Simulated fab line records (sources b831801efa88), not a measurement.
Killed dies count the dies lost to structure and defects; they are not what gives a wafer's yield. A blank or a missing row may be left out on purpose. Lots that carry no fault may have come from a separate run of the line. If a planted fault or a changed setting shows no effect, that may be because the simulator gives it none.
Chamber matching / flow gf180mcu / 4 sister chambers for GF_STI_ETCH_14 on rie-si-01
The step etches Si in HBr/Cl2/O2, target depth 360 nm, time 102.9 s. 14 wafers are shown with their chamber, then 7 later ones without.

== WAFERS PAIRED WITH THEIR CHAMBERS ==
wafer=L727.3; chamber=3; drypump-motor-current-A (A)=6.0; run-length-s (s)=131.0; he-backside-leak-sccm (sccm)=2.85
wafer=L727.4; chamber=0; drypump-motor-current-A (A)=6.2; run-length-s (s)=131.2; he-backside-leak-sccm (sccm)=3.00
wafer=L727.5; chamber=1; drypump-motor-current-A (A)=5.9; run-length-s (s)=132.1; he-backside-leak-sccm (sccm)=2.97
wafer=L731.3; chamber=0; drypump-motor-current-A (A)=6.2; run-length-s (s)=131.6; he-backside-leak-sccm (sccm)=3.07
wafer=L731.5; chamber=3; drypump-motor-current-A (A)=6.0; run-length-s (s)=130.7; he-backside-leak-sccm (sccm)=2.86
wafer=L731.6; chamber=2; drypump-motor-current-A (A)=5.6; run-length-s (s)=130.8; he-backside-leak-sccm (sccm)=2.82
wafer=L732.1; chamber=3; drypump-motor-current-A (A)=6.0; run-length-s (s)=131.2; he-backside-leak-sccm (sccm)=2.74
wafer=L732.3; chamber=1; drypump-motor-current-A (A)=5.9; run-length-s (s)=131.7; he-backside-leak-sccm (sccm)=2.71
wafer=L732.6; chamber=1; drypump-motor-current-A (A)=5.9; run-length-s (s)=132.0; he-backside-leak-sccm (sccm)=2.83
wafer=L741.1; chamber=2; drypump-motor-current-A (A)=5.7; run-length-s (s)=130.7; he-backside-leak-sccm (sccm)=2.80
wafer=L741.3; chamber=1; drypump-motor-current-A (A)=5.9; run-length-s (s)=131.5; he-backside-leak-sccm (sccm)=2.91
wafer=L741.6; chamber=0; drypump-motor-current-A (A)=6.1; run-length-s (s)=131.2; he-backside-leak-sccm (sccm)=3.02
wafer=L745.2; chamber=3; drypump-motor-current-A (A)=6.1; run-length-s (s)=130.8; he-backside-leak-sccm (sccm)=2.77
wafer=L745.4; chamber=2; drypump-motor-current-A (A)=5.7; run-length-s (s)=131.2; he-backside-leak-sccm (sccm)=2.90

SIGNATURES (means of the wafers above)
reading=drypump-motor-current-A; chamber 0=6.167; chamber 1=5.900; chamber 2=5.667; chamber 3=6.025; scatter within a chamber=0.0456
reading=run-length-s; chamber 0=131.333; chamber 1=131.825; chamber 2=130.900; chamber 3=130.925; scatter within a chamber=0.249
reading=he-backside-leak-sccm; chamber 0=3.0300; chamber 1=2.8550; chamber 2=2.8400; chamber 3=2.8050; scatter within a chamber=0.0752
Rule: distance of a wafer from a chamber = root of the sum over the readings of ((wafer's reading minus chamber's mean) / reading's scatter) squared. The wafer belongs to the nearest chamber; if the next one is less than 2 further off, it can't be placed. How the scatter is found: for the shown wafers, subtract from each reading the mean of its chamber, square and add these, divide the total by (wafers less chambers), then take the root.

== WAFERS WHOSE CHAMBER IS MISSING ==
wafer=L745.5; drypump-motor-current-A (A)=6.2; run-length-s (s)=131.1; he-backside-leak-sccm (sccm)=2.91
wafer=L746.1; drypump-motor-current-A (A)=5.7; run-length-s (s)=130.5; he-backside-leak-sccm (sccm)=2.83
wafer=L746.2; drypump-motor-current-A (A)=6.2; run-length-s (s)=131.4; he-backside-leak-sccm (sccm)=2.91
wafer=L746.6; drypump-motor-current-A (A)=5.7; run-length-s (s)=131.2; he-backside-leak-sccm (sccm)=2.90
wafer=L747.2; drypump-motor-current-A (A)=6.1; run-length-s (s)=131.4; he-backside-leak-sccm (sccm)=3.18
wafer=L747.3; drypump-motor-current-A (A)=5.9; run-length-s (s)=131.5; he-backside-leak-sccm (sccm)=2.99
wafer=L747.4; drypump-motor-current-A (A)=5.7; run-length-s (s)=130.7; he-backside-leak-sccm (sccm)=2.95

== CHAMBER TAKEN BY EACH ==
wafer=L745.5; from the rows above=0; in truth=0
wafer=L746.1; from the rows above=2; in truth=2
wafer=L746.2; from the rows above=0; in truth=0
wafer=L746.6; from the rows above=2; in truth=2
wafer=L747.2; from the rows above=0; in truth=0
wafer=L747.3; from the rows above=1; in truth=1
wafer=L747.4; from the rows above=2; in truth=2
7 of 7 placed correctly. Not placeable from these rows: 0. Placed wrongly: 0.
